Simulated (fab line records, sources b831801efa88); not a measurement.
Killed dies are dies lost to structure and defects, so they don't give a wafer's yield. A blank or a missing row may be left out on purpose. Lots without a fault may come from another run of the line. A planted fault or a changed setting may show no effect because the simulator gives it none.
Which tool did it? | flow sky130 | 12 lots, 36 wafers sampled, at 5 steps of a route of 708

WHAT THE GAUGES READ, wafer by wafer
SKY_NWELL_RS_MEAS_29: measures by four-point-probe.
lot  | measured     | on            | NWELL_RS (ohm/sq)
L647 | day 5 15:58  | film_metro-01 | 623.6 622.9 624.9
L649 | day 5 20:55  | film_metro-03 | 622.7 624.4 624.8
L653 | day 7 03:45  | film_metro-02 | 622.8 624.1 622.9
L654 | day 7 04:05  | film_metro-01 | 625.4 626.7 625.2
L655 | day 7 09:21  | film_metro-01 | 632.8 632.9 633.2
L657 | day 7 19:04  | film_metro-01 | 632.4 630.1 633.4
L660 | day 8 21:07  | film_metro-02 | 621.6 624.8 622.8
L661 | day 9 05:16  | film_metro-03 | 624.9 625.4 626.9
L662 | day 9 05:29  | film_metro-01 | 626.5 626.1 625.5
L664 | day 9 12:54  | film_metro-02 | 624.1 622.2 622.0
L666 | day 10 03:16 | film_metro-03 | 626.9 626.9 626.7
L670 | day 11 06:26 | film_metro-03 | 625.0 625.7 626.0

SKY_SONOS_ONO_THK_MEAS_05.
lot  | measured     | on            | SONOS_ONO_CVD_04_THK (nm)
L647 | day 12 00:10 | film_metro-03 | 5.62 5.60 5.60
L649 | day 12 09:07 | film_metro-02 | 5.62 5.69 5.74
L653 | day 14 02:57 | film_metro-04 | 5.81 5.77 5.61
L654 | day 14 02:56 | film_metro-02 | 5.84 6.01 5.94
L655 | day 14 11:59 | film_metro-04 | 5.60 5.50 5.56
L657 | day 15 02:19 | film_metro-04 | 5.48 5.67 5.57
L660 | day 16 05:50 | film_metro-04 | 5.62 5.83 5.73
L661 | day 16 18:31 | film_metro-03 | 5.85 5.71 5.81
L662 | day 16 18:34 | film_metro-03 | 5.78 5.57 5.70
L664 | day 17 00:50 | film_metro-03 | 5.87 5.72 5.75
L666 | day 17 18:02 | film_metro-03 | 5.81 5.88 5.70
L670 | day 19 00:48 | film_metro-02 | 5.81 5.69 5.82

SKY_POLY_GATE_THK_MEAS_04.
lot  | measured     | on            | POLY_GATE_CVD_03_THK (nm)
L647 | day 15 18:08 | film_metro-02 | 76.1 76.1 75.4
L649 | day 16 11:36 | film_metro-04 | 74.7 74.3 75.1
L653 | day 17 21:35 | film_metro-04 | 76.5 76.1 76.2
L654 | day 17 19:32 | film_metro-01 | 75.9 75.7 76.5
L655 | day 18 06:43 | film_metro-02 | 75.3 75.8 75.4
L657 | day 18 21:50 | film_metro-01 | 75.4 75.7 75.4
L660 | day 20 03:50 | film_metro-01 | 75.5 75.8 75.4
L661 | day 20 17:49 | film_metro-01 | 74.6 74.4 73.9
L662 | day 20 19:10 | film_metro-01 | 74.2 73.7 74.5
L664 | day 21 03:34 | film_metro-01 | 75.4 74.7 75.3
L666 | day 21 20:11 | film_metro-01 | 75.3 75.0 75.1
L670 | day 23 03:05 | film_metro-04 | 74.8 74.3 75.2

WHICH TOOL RAN EACH LOT (tool, then ch and the chambers of the sampled wafers, then the start)
lot  | SKY_FIELD_ISO_ETCH_15             | SKY_NWELL_IMPLANT_13
L647 | rie_diel-01 ch 0,1,3, day 2 13:15 | implanter-03 ch 0, day 4 22:06
L649 | rie_diel-01 ch 0,1,3, day 2 17:42 | implanter-03 ch 0, day 5 02:27
L653 | rie_diel-04 ch 1,2,3, day 3 11:47 | implanter-04 ch 0, day 6 07:45
L654 | rie_diel-02 ch 1,2,3, day 3 16:45 | implanter-04 ch 0, day 6 08:10
L655 | rie_diel-02 ch 2,3, day 3 22:36   | implanter-03 ch 0, day 6 13:19
L657 | rie_diel-04 ch 1,2,3, day 4 09:44 | implanter-03 ch 0, day 7 00:04
L660 | rie_diel-04 ch 0,2,3, day 5 03:26 | implanter-04 ch 0, day 7 23:15
L661 | rie_diel-04 ch 0,2,3, day 5 07:44 | implanter-04 ch 0, day 8 07:35
L662 | rie_diel-04 ch 0,2,3, day 5 11:53 | implanter-04 ch 0, day 8 08:03
L664 | rie_diel-04 ch 0,1,3, day 5 20:29 | implanter-04 ch 0, day 8 15:36
L666 | rie_diel-04 ch 0,2,3, day 6 10:13 | implanter-04 ch 0, day 9 05:12
L670 | rie_diel-01 ch 0,1,3, day 7 05:36 | implanter-04 ch 0, day 10 07:15
- SKY_FIELD_ISO_ETCH_15: etches the open film in CHF3/O2, stops on Si, target depth 180 nm, time 72 s.
- SKY_NWELL_IMPLANT_13

WHAT THE TOOLS THEMSELVES READ (means of the sampled wafers that have a number; where no wafer has one, the mark that the record gives instead)
SKY_FIELD_ISO_ETCH_15.
lot  | tool        | drypump_motor_current_A (A) | oes_product_au (a.u.) | throttle_valve_pct (%)
L647 | rie_diel-01 | 5.6                         | 0.939                 | 8.837
L649 | rie_diel-01 | 5.6                         | 0.947                 | 8.851
L653 | rie_diel-04 | 5.2                         | 0.946                 | 8.847
L654 | rie_diel-02 | 5.8                         | 0.950                 | 8.843
L655 | rie_diel-02 | 5.6                         | 0.953                 | 8.848
L657 | rie_diel-04 | 5.1                         | 0.948                 | 8.851
L660 | rie_diel-04 | 5.4                         | 0.944                 | 8.838
L661 | rie_diel-04 | 5.4                         | 0.938                 | 8.849
L662 | rie_diel-04 | 5.4                         | 0.950                 | 8.842
L664 | rie_diel-04 | 5.4                         | 0.943                 | 8.848
L666 | rie_diel-04 | 5.3                         | 0.945                 | 8.853
L670 | rie_diel-01 | 5.6                         | 0.938                 | 8.841

SKY_NWELL_IMPLANT_13.
lot  | tool         | dose_ions_cm2 | faraday_current_uA
L647 | implanter-03 | 6.997e+11     | 3.90
L649 | implanter-03 | 7.005e+11     | 4.03
L653 | implanter-04 | 6.998e+11     | 3.97
L654 | implanter-04 | 7.002e+11     | 3.95
L655 | implanter-03 | 5.079e+11     | 2.83
L657 | implanter-03 | 5.090e+11     | 2.84
L660 | implanter-04 | 7.000e+11     | 3.97
L661 | implanter-04 | 6.998e+11     | 3.92
L662 | implanter-04 | 6.997e+11     | 3.94
L664 | implanter-04 | 6.997e+11     | 3.94
L666 | implanter-04 | 6.998e+11     | 4.00
L670 | implanter-04 | 7.002e+11     | 3.95

THE ANSWER, worked out from the rows above alone
Rule: what is usual is taken from the lots themselves. Put in order of their means at a reading, lots are off if they are a third of the lots or fewer, leave a main group of 4 or more, and stand apart from it by a gap of 3 or more times the standard deviation of the main group's means; of several such gaps the widest counts. A main group whose means are all the same, to the digits that the tables above print for the reading, isn't used. A lot without any number at a reading at which 4 lots or more have one is off too. The other lots that the step has rows for count as sound. The gauges are gone through in route order, then the tools' own readings, and for those a lot's mean is taken as printed above. The first step at which some lot is off is used, and at that step the reading that is off furthest; a lot without a number counts as furthest.
Off: L655, L657, at SKY_NWELL_RS_MEAS_29 (NWELL_RS). The main group: mean 624.7 ohm/sq, standard deviation 1.4.
A tool fits if, at a process step before that reading, it ran every lot that is off, and no sound lot after the first of them. The gauges at SKY_NWELL_RS_MEAS_29 aren't tried: what is off there is off at SKY_NWELL_IMPLANT_13 too, on other tools, and a gauge's error can't cause that. One fits: implanter-03 at SKY_NWELL_IMPLANT_13. Its last sound lot is L649 (day 5 02:27), its first lot that is off L655 (day 6 13:19): a fault that began between those two fits.
The tool's own readings at SKY_NWELL_IMPLANT_13 bear it out: on the lots that are off they differ by more than 5 times the standard deviation of the sound lots' means. dose_ions_cm2 reads 5.084e+11 there against 6.999e+11 on the sound lots; faraday_current_uA reads 2.83 there against 3.96 on the sound lots.

WHAT THE SIMULATOR HAD PUT IN
Process parameter drift: implanter-03, from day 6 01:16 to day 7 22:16, at SKY_NWELL_IMPLANT_13. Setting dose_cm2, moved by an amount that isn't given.
Lots struck among those shown: L655, L657. The rule above found the same.
